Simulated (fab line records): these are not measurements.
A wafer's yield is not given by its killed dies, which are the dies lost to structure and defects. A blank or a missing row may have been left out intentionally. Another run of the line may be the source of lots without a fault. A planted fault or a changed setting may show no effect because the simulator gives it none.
fab line records	flow sky130
record: lots: 11	wafers: 33	last_day: 50
route steps=708 shown METAL3@534 CAPM@539
lots that met no fault: from a run of the same line without faults
start_h: start of the lot's first displayed wafer, in hours after the record's first day	wait_h: hours from the lot's prior step to this one	" same as the row above	L1.1+2: a single row standing in for several wafers	- value missing, or start not given	* or withheld: withheld	< > ~ a bound
route shown NAME@n: names a module that has steps shown in the file, with the first one's number in the route	usual: the fault-free wafers' mean and standard deviation	same: alike in all rows	chamber/n: place in a boat	sites: the reading at each site	_std_site: standard deviation of those values	_edge_site: outer sites' mean less inner sites'	radius_mm: for every site, how far away it sits from the centre of the wafer	mask NAME#n: copy n	behind: the last tool/chamber to shape the wafer	hold: what put the lot on hold/how long, in hours/how the hold closed	device: which transistor (n, p or np) failed to switch	end of line: the route-end tests of the same wafers	a step with no rows: only its recipe	killed: dies lost to structure and defects at the first sort, not the wafer's yield	map: the dies of a wafer, with x for killed, . for not killed, _ for no die there
set.NAME: the setting as run; set.NAME@STEP: as run at that earlier step	model.NAME: the simulator's own value behind a step, which no gauge read
a sample of lots followed through the steps of the route, with each step as a table and each wafer as a row
services: the hour from which a tool's chamber was out of use, counted from the record's first day as start_h (under 0 if before that day), plus the number of hours and why
== steps ==
step: SKY_METAL3_SPUTTER_02
recipe: material: AlCu	target_thk_nm: 735	power_w: 10600	time_s: 39.1	chamber_pressure_pa: 0.4
usual: chamber_pressure_pa: 0.3999/0.00079	throttle_valve_pct: 29.4/0.98
lot.wafer	tool	chamber	start_h	wait_h	chamber_pressure_pa	throttle_valve_pct
L330.2	pvd_sputter-02	-	855.74	0.0	0.3988	29.4
L330.4	"	-	"	"	0.3996	29.1
L330.5	"	-	"	"	0.3994	30.6
L331.2	pvd_sputter-02	-	869.38	0.0	0.4007	30.4
L331.4	"	-	"	"	0.4000	29.6
L331.6	"	-	"	"	0.4007	30.3
L333.3	pvd_sputter-03	-	905.65	0.0	0.3985	28.1
L333.4	"	-	"	"	0.3993	30.8
L333.5	"	-	"	"	0.3995	27.6
L337.1	pvd_sputter-02	-	916.61	0.0	0.4008	30.6
L337.5	"	-	"	"	0.4006	30.4
L337.6	"	-	"	"	0.4001	29.4
L336.1	pvd_sputter-02	-	918.80	0.0	0.2966	34.3
L336.2	"	-	"	"	0.2957	35.4
L336.5	"	-	"	"	0.2951	34.3
L340.3	pvd_sputter-02	-	941.54	0.0	0.2961	35.7
L340.4	"	-	"	"	0.2965	34.1
L340.5	"	-	"	"	0.2973	34.4
L346.4	pvd_sputter-01	-	979.60	0.0	0.3999	30.2
L346.5	"	-	"	"	0.3982	27.9
L346.6	"	-	"	"	0.3995	30.3
L348.1	pvd_sputter-01	-	992.79	0.0	0.4001	27.8
L348.2	"	-	"	"	0.3999	29.9
L348.6	"	-	"	"	0.3995	29.3
L349.2	pvd_sputter-03	-	1010.31	0.0	0.4000	28.2
L349.4	"	-	"	"	0.4002	28.9
L349.5	"	-	"	"	0.4007	29.0
L350.1	pvd_sputter-01	-	1011.36	0.0	0.3992	29.8
L350.2	"	-	"	"	0.4013	29.7
L350.5	"	-	"	"	0.3994	29.8
L351.3	pvd_sputter-03	-	1011.93	0.0	0.3991	30.8
L351.5	"	-	"	"	0.4000	30.7
L351.6	"	-	"	"	0.4006	28.2
step: SKY_CAPM_SPUTTER_02
recipe: material: TiN	target_thk_nm: 200	temp_c: 300	power_w: 6500	time_s: 166.7	chamber_pressure_pa: 0.4
usual: chamber_pressure_pa: 0.4002/0.00081	throttle_valve_pct: 29.6/0.95
lot.wafer	tool	chamber	start_h	wait_h	chamber_pressure_pa	throttle_valve_pct
L330.2	pvd_sputter-03	-	855.94	0.0	0.4008	30.6
L330.4	"	-	"	"	0.4010	30.4
L330.5	"	-	"	"	0.3990	29.2
L331.2	pvd_sputter-03	-	869.57	0.0	0.4007	29.3
L331.4	"	-	"	"	0.3999	28.1
L331.6	"	-	"	"	0.3999	29.0
L333.3	pvd_sputter-04	-	905.84	0.0	0.3996	31.3
L333.4	"	-	"	"	0.3993	29.4
L333.5	"	-	"	"	0.4008	30.2
L337.1	pvd_sputter-03	-	916.80	0.1	0.4004	29.1
L337.5	"	-	"	"	0.4004	29.1
L337.6	"	-	"	"	0.4009	28.0
L336.1	pvd_sputter-03	-	918.99	0.1	0.4002	28.2
L336.2	"	-	"	"	0.4016	30.6
L336.5	"	-	"	"	0.4005	29.2
L340.3	pvd_sputter-04	-	941.73	0.0	0.3994	30.1
L340.4	"	-	"	"	0.4007	29.5
L340.5	"	-	"	"	0.3994	29.9
L346.4	pvd_sputter-04	-	979.84	0.1	0.4002	30.9
L346.5	"	-	"	"	0.3994	30.4
L346.6	"	-	"	"	0.3993	29.5
L348.1	pvd_sputter-03	-	992.97	0.1	0.3998	28.2
L348.2	"	-	"	"	0.4013	28.0
L348.6	"	-	"	"	0.3996	30.9
L349.2	pvd_sputter-02	-	1010.50	0.0	0.4000	30.1
L349.4	"	-	"	"	0.3999	30.5
L349.5	"	-	"	"	0.3997	29.3
L350.1	pvd_sputter-04	-	1011.55	0.1	0.3999	29.9
L350.2	"	-	"	"	0.4000	29.9
L350.5	"	-	"	"	0.4004	31.1
L351.3	pvd_sputter-04	-	1012.18	0.0	0.4017	29.0
L351.5	"	-	"	"	0.4002	29.4
L351.6	"	-	"	"	0.3995	30.8
step: SKY_CAPM_RS_MEAS_03
recipe: thk_meas_gauge: four-point-probe	reads: TiN_of_CAPM_SPUTTER_02
usual: CAPM_TIN_RS: 6.95/0.069
lot.wafer	tool	chamber	start_h	wait_h	CAPM_TIN_RS[ohm/sq]
L330.2	film_metro-03	-	856.07	0.1	6.97
L330.4	"	-	"	"	7.01
L330.5	"	-	"	"	6.99
L331.2	film_metro-03	-	869.70	0.1	6.97
L331.4	"	-	"	"	6.96
L331.6	"	-	"	"	6.89
L333.3	film_metro-03	-	905.99	0.1	6.94
L333.4	"	-	"	"	6.84
L333.5	"	-	"	"	6.97
L337.1	film_metro-02	-	916.91	0.1	7.06
L337.5	"	-	"	"	6.99
L337.6	"	-	"	"	6.96
L336.1	film_metro-04	-	919.10	0.1	6.85
L336.2	"	-	"	"	6.89
L336.5	"	-	"	"	6.92
L340.3	film_metro-04	-	941.88	0.1	6.93
L340.4	"	-	"	"	6.83
L340.5	"	-	"	"	7.03
L346.4	film_metro-03	-	979.96	0.1	7.04
L346.5	"	-	"	"	7.01
L346.6	"	-	"	"	6.93
L348.1	film_metro-04	-	993.08	0.1	6.95
L348.2	"	-	"	"	6.97
L348.6	"	-	"	"	6.98
L349.2	film_metro-03	-	1010.63	0.1	6.86
L349.4	"	-	"	"	6.95
L349.5	"	-	"	"	6.96
L350.1	film_metro-03	-	1011.66	0.1	7.03
L350.2	"	-	"	"	6.95
L350.5	"	-	"	"	7.04
L351.3	film_metro-03	-	1012.33	0.1	7.05
L351.5	"	-	"	"	7.04
L351.6	"	-	"	"	7.12
step: SKY_CAPM_OVL_MEAS_12
usual: CAPM_OVL: -0.3/1.5
lot.wafer	tool	chamber	start_h	wait_h	CAPM_OVL[nm]
L330.2	overlay-01	-	882.48	0.1	-2.1
L330.4	"	-	"	"	1.1
L330.5	"	-	"	"	-1.9
L331.2	overlay-01	-	895.51	0.1	-1.4
L331.4	"	-	"	"	-2.0
L331.6	"	-	"	"	-3.7
L333.3	overlay-01	-	930.10	0.1	1.5
L333.4	"	-	"	"	1.5
L333.5	"	-	"	"	0.4
L337.1	overlay-02	-	940.56	0.1	0.9
L337.5	"	-	"	"	-1.7
L337.6	"	-	"	"	1.2
L336.1	overlay-01	-	943.86	0.1	-1.2
L336.2	"	-	"	"	-0.9
L336.5	"	-	"	"	2.6
L340.3	overlay-01	-	965.24	0.1	-0.1
L340.4	"	-	"	"	0.4
L340.5	"	-	"	"	1.2
L346.4	overlay-02	-	1002.70	0.1	0.8
L346.5	"	-	"	"	0.3
L346.6	"	-	"	"	0.3
L348.1	overlay-02	-	1015.88	0.1	-0.3
L348.2	"	-	"	"	0.5
L348.6	"	-	"	"	0.6
L349.2	overlay-01	-	1032.90	0.1	-1.0
L349.4	"	-	"	"	-1.3
L349.5	"	-	"	"	-1.7
L350.1	overlay-01	-	1033.96	0.1	0.3
L350.2	"	-	"	"	-0.5
L350.5	"	-	"	"	-1.2
L351.3	overlay-02	-	1035.10	0.1	0.9
L351.5	"	-	"	"	-2.3
L351.6	"	-	"	"	-0.7
step: SKY_METAL3_METAL_ETCH_18
recipe: target_depth_a: 8450	stop_on: SiO2	over_etch_frac: 0.3	time_s: 183.1	chemistry: Cl2/BCl3	resist_sidewall_deg: 88	pressure_mtorr: 10	icp_w: 900	bias_w: 48.5	Cl2_flow_sccm: 60	bcl3_flow_sccm: 30
usual: drypump_motor_current_A: 5.86/0.26	oes_product_au: 0.867/0.0062	throttle_valve_pct: 22.264/0.0095
lot.wafer	tool	chamber	start_h	wait_h	drypump_motor_current_A	oes_product_au	rf_hours_counter_h	throttle_valve_pct
L330.2	rie_metal-02	0	908.74	0.0	5.56	0.867	9	22.268
L330.4	"	1	"	"	6.16	0.870	-	22.254
L330.5	"	1	"	"	6.11	0.860	-	22.260
L331.2	rie_metal-03	0	921.40	0.0	5.70	0.870	9	22.278
L331.4	"	1	"	"	5.71	0.869	-	22.262
L331.6	"	0	"	"	5.69	0.866	-	22.265
L333.3	rie_metal-03	0	955.70	0.1	5.72	0.873	-	22.262
L333.4	"	1	"	"	5.70	0.871	-	22.257
L333.5	"	0	"	"	5.71	0.872	-	22.278
L337.1	rie_metal-03	1	965.23	0.0	5.71	0.859	22	22.272
L337.5	"	0	"	"	5.70	0.870	-	22.270
L337.6	"	1	"	"	5.71	0.867	-	22.282
L336.1	rie_metal-02	1	968.50	0.0	6.10	0.887	9	22.264
L336.2	"	0	"	"	5.51	0.880	12	22.284
L336.5	"	0	"	"	5.49	0.875	-	22.255
L340.3	rie_metal-03	1	989.34	0.1	5.72	0.885	-	22.256
L340.4	"	0	"	"	5.71	0.875	-	22.273
L340.5	"	0	"	"	5.69	0.896	-	22.269
L346.4	rie_metal-04	1	1026.29	0.1	6.35	0.865	-	22.266
L346.5	"	1	"	"	6.35	0.869	-	22.255
L346.6	"	0	"	"	5.93	0.854	-	22.259
L348.1	rie_metal-04	0	1039.41	0.0	5.94	0.866	8	22.274
L348.2	"	1	"	"	6.32	0.868	11	22.250
L348.6	"	1	"	"	6.34	0.858	-	22.254
L349.2	rie_metal-04	1	1055.39	0.0	6.33	0.868	12	22.276
L349.4	"	1	"	"	6.33	0.857	-	22.262
L349.5	"	1	"	"	6.34	0.865	-	22.255
L350.1	rie_metal-04	0	1056.91	0.0	5.93	0.861	9	22.279
L350.2	"	1	"	"	6.31	0.868	12	22.272
L350.5	"	0	"	"	5.93	0.863	-	22.266
L351.3	rie_metal-02	1	1057.62	0.1	6.10	0.865	-	22.252
L351.5	"	1	"	"	6.11	0.856	-	22.255
L351.6	"	1	"	"	6.07	0.872	-	22.254
== services ==
tool	chamber	start_h	hours	kind
pvd_sputter-03	1	846.04	-	consumable_replace:kit
pvd_sputter-03	1	846.04	18.0	scheduled_down
pvd_sputter-03	1	846.04	18.0	vent_cycle
pvd_sputter-01	-	857.15	2.5	repair
pvd_sputter-04	-	858.45	7.5	repair
pvd_sputter-01	-	868.29	0.9	repair
pvd_sputter-03	-	891.56	6.3	repair
rie_metal-03	-	909.53	0.4	repair
pvd_sputter-04	-	911.62	2.0	repair
pvd_sputter-02	0	926.24	-	consumable_replace:kit
pvd_sputter-02	0	926.24	18.0	scheduled_down
pvd_sputter-02	0	926.24	18.0	vent_cycle
pvd_sputter-02	-	938.69	2.4	repair
pvd_sputter-01	-	945.79	17.2	repair
pvd_sputter-02	-	946.04	2.1	repair
pvd_sputter-03	0	962.11	-	consumable_replace:kit
pvd_sputter-03	0	962.11	18.0	scheduled_down
pvd_sputter-03	0	962.11	18.0	vent_cycle
pvd_sputter-04	1	964.51	-	consumable_replace:kit
pvd_sputter-04	1	964.51	18.0	scheduled_down
pvd_sputter-04	1	964.51	18.0	vent_cycle
pvd_sputter-03	-	965.62	10.3	repair
pvd_sputter-03	-	974.49	2.7	repair
pvd_sputter-02	-	1037.62	3.0	repair
== key ==
first_sign: step: SKY_METAL3_SPUTTER_02	reading: chamber_pressure_pa	direction: down	sigmas: 99+	usual: 0.3999	struck: 0.2962
effect: step: SKY_METAL3_SPUTTER_02	reading: throttle_valve_pct	direction: up	sigmas: 5.5	usual: 29.4	struck: 34.7
effect: step: SKY_METAL3_METAL_ETCH_18	reading: oes_product_au	direction: up	sigmas: 2.6	usual: 0.867	struck: 0.883
met_at SKY_METAL3_SPUTTER_02
struck_lots L336,L340
not_acting_at SKY_CAPM_SPUTTER_02,SKY_CAPM_RS_MEAS_03,SKY_CAPM_OVL_MEAS_12
onset_between 916.61 918.80
fault: kind: process_parameter_drift	tool: pvd_sputter-02	chamber: -	onset_h: 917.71	steps: SKY_METAL3_SPUTTER_02	channel: chamber_pressure_pa	offset: -0.10391	shape: step	end_h: 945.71	acts_in: these_recipes_only	stated: 0.4
